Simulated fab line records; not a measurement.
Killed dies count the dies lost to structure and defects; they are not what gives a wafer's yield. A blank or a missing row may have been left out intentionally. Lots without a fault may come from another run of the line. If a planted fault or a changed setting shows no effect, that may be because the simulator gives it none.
A lot that was struck, set against a sound lot | flow gf180mcu | 16 out of 602 route steps
Sound: the wafers L257.2, L257.3, L257.5. Struck: wafer L258.6. (L258.2, L258.4 of the same lot were not struck and are left out.) The cause comes at the end.
Each step with rows lists, per side, the tool, then ch with its chambers, then its first start. Under that, the readings that differ: sound wafers | struck wafers | difference of the means | sigmas: that difference in standard deviations of wafers without a fault.
alike: same words and numbers on both sides, and readings whose means sit less than 2 such deviations apart. not compared: any withheld reading, any reading some wafer has no value for, any bound like >300 that may hide the same value, and any number with overlapping values for which the record gives no deviation.
Wherever a step has rows on one side only, a row that says differs or no value, or a row with sigmas, the two part there. When numbers do not overlap yet have no deviation, they are printed without sigmas and do not part them. A reading that every wafer of one side lacks parts them only if that side has two wafers or more.

first, 6 steps without rows for these wafers: GF_M3_HMDS_08 (prime time 60 s); GF_M3_COAT_09 (resist thk 1000 nm); GF_M3_SOFTBAKE_10 (time 60 s); GF_M3_EXPOSE_11 (exposes mask Metal3, target cd 280 nm); GF_M3_PEB_12 (peb time 90 s); GF_M3_DEVELOP_13 (develop time 60 s).
GF_M3_CD_MEAS_14: target cd 280 nm.
  sound: cd_sem-02 at day 21 20:03; struck: cd_sem-01 at day 21 23:56
  alike: cd_nm
GF_M3_OVL_MEAS_15:
  sound: overlay-02 at day 21 20:09; struck: overlay-02 at day 22 00:02
  alike: M3_OVL
GF_M3_METAL_ETCH_16: etches the open film in Cl2/BCl3, stops on SiO2, target depth 627.5 nm, time 104.6 s.
  sound on rie_metal-04 ch 0,1, day 21 20:11; struck on rie_metal-04 ch 0, day 22 00:04
  alike: bias_w, drypump_motor_current_A, oes_product_au, throttle_valve_pct
  not compared: rf_hours_counter_h
GF_M3_STRIP_17: strips in O2/N2.
  sound on plasma_asher-02 ch 0,1, day 21 20:20; struck on plasma_asher-03 ch 1, day 22 00:11
  alike: drypump_motor_current_A, heater_power_w, n2_flow_sccm, oes_product_au, platen_temp_c, strip_time_to_endpoint_s
  not compared: rf_hours_counter_h
then, 2 steps without rows for these wafers: GF_M3_STRIP_18 (strips in post etch residue remover, time 1200 s); GF_M3_CLEAN_19 (cleans in DIW).
GF_V3_CVD_00: deposits SiO2, target thk 600 nm, time 100 s.
  sound on hdpcvd-02 ch 0,2, day 21 20:52; struck on hdpcvd-02 ch 1, day 22 00:45
  reading                             | sound             | struck | difference | sigmas
  sih4_flow_sccm (sccm)               | 60.33 59.81 60.05 | 48.34  | -11.72     | -59
  model.SiO2_of_V3_CVD_00.thk_nm (nm) | 599.5 597.1 595.6 | 478.5  | -118.9     |
GF_V3_THK_MEAS_01:
  sound: film_metro-03 at day 21 20:57; struck: film_metro-03 at day 22 00:50
  reading            | sound       | struck | difference | sigmas
  V3_CVD_00_THK (nm) | 599 597 595 | 478    | -119       | -20
GF_V3_CVD_02: deposits SiO2 from TEOS, target thk 850 nm, time 94.851 s.
  sound on pecvd-04 ch 0,1,2, day 21 21:00; struck on pecvd-03 ch 2, day 22 00:53
  alike: heater_power_w
GF_PASSIVATION_PROBE_99:
  the record holds rows for the sound wafers here (prober-02, day 29 13:38) but none for the struck ones

WHERE THEY PART
Last at GF_PASSIVATION_PROBE_99 as far as this record goes, first at GF_V3_CVD_00.

WHY: what the simulator had put in
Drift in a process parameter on hdpcvd-02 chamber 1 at GF_V3_CVD_00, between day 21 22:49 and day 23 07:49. A move of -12 in setting sih4_flow_sccm, from 60. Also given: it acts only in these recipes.
